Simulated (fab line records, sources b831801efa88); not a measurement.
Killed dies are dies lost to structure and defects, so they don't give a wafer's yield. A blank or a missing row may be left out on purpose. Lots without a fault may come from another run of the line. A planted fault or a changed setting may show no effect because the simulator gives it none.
Which tool did it? | flow sky130 | 11 lots, 33 wafers sampled, at 3 steps of a route of 708

WHAT THE GAUGES READ, wafer by wafer
SKY_LDD_HVN_TW_MEAS_10.
lot  | measured     | on            | LDD_HVN_TW
L590 | day 20 12:55 | film_metro-03 | 1456 1451 1456
L593 | day 21 08:18 | film_metro-03 | 1289 1283 1282 1283 1278 1282
L596 | day 22 11:17 | film_metro-04 | 1248 1252 1244 1244 1250 1248
L603 | day 25 10:00 | film_metro-01 | 1439 1430 1451
L604 | day 25 10:52 | film_metro-01 | 1437 1430 1434
L606 | day 26 02:41 | film_metro-03 | 1465 1473 1470
L608 | day 26 14:15 | film_metro-01 | 1439 1442 1438
L610 | day 27 03:21 | film_metro-03 | 1455 1464 1457
L611 | day 27 17:32 | film_metro-01 | 1436 1427 1429
L612 | day 28 06:15 | film_metro-03 | 1446 1454 1457
L613 | day 28 09:25 | film_metro-03 | 1457 1455 1451

WHICH TOOL RAN EACH LOT (tool, then ch and the chambers of the sampled wafers, then the start)
lot  | SKY_VT_ADJUST_PCH_STRIP_09           | SKY_LDD_HVN_IMPLANT_08
L590 | plasma_asher-04 ch 0,1, day 10 10:24 | implanter-04 ch 0, day 20 12:41
L593 | plasma_asher-02 ch 1, day 11 04:45   | implanter-04 ch 0, day 21 08:04
L596 | plasma_asher-04 ch 0,1, day 12 03:52 | implanter-04 ch 0, day 22 11:02
L603 | plasma_asher-03 ch 0,1, day 14 16:54 | implanter-03 ch 0, day 25 09:46
L604 | plasma_asher-03 ch 0,1, day 14 18:27 | implanter-03 ch 0, day 25 10:37
L606 | plasma_asher-03 ch 0,1, day 15 08:08 | implanter-02 ch 0, day 26 02:26
L608 | plasma_asher-03 ch 0,1, day 15 21:11 | implanter-03 ch 0, day 26 14:00
L610 | plasma_asher-03 ch 0, day 16 13:52   | implanter-02 ch 0, day 27 03:06
L611 | plasma_asher-04 ch 0,1, day 17 00:32 | implanter-03 ch 0, day 27 17:17
L612 | plasma_asher-03 ch 0, day 17 11:49   | implanter-04 ch 0, day 28 06:01
L613 | plasma_asher-04 ch 0,1, day 17 16:12 | implanter-04 ch 0, day 28 09:11
- SKY_VT_ADJUST_PCH_STRIP_09: strips in O2/N2.
- SKY_LDD_HVN_IMPLANT_08

THE ANSWER, worked out from the rows above alone
Rule: what is usual is taken from the lots themselves. Put in order of their means at a reading, lots are off if they are a third of the lots or fewer, leave a main group of 4 or more, and stand apart from it by a gap of 3 or more times the standard deviation of the main group's means; of several such gaps the widest counts. A main group whose means are all the same, to the digits that the tables above print for the reading, isn't used. A lot without any number at a reading at which 4 lots or more have one is off too. The other lots that the step has rows for count as sound.
Off: L593, L596, at SKY_LDD_HVN_TW_MEAS_10 (LDD_HVN_TW). The main group: mean 1448, standard deviation 12.
A tool fits if, at a process step before that reading, it ran every lot that is off, and no sound lot after the first of them. The gauges at SKY_LDD_HVN_TW_MEAS_10 are tried like those tools. None of those tried fits.

WHAT THE SIMULATOR HAD PUT IN
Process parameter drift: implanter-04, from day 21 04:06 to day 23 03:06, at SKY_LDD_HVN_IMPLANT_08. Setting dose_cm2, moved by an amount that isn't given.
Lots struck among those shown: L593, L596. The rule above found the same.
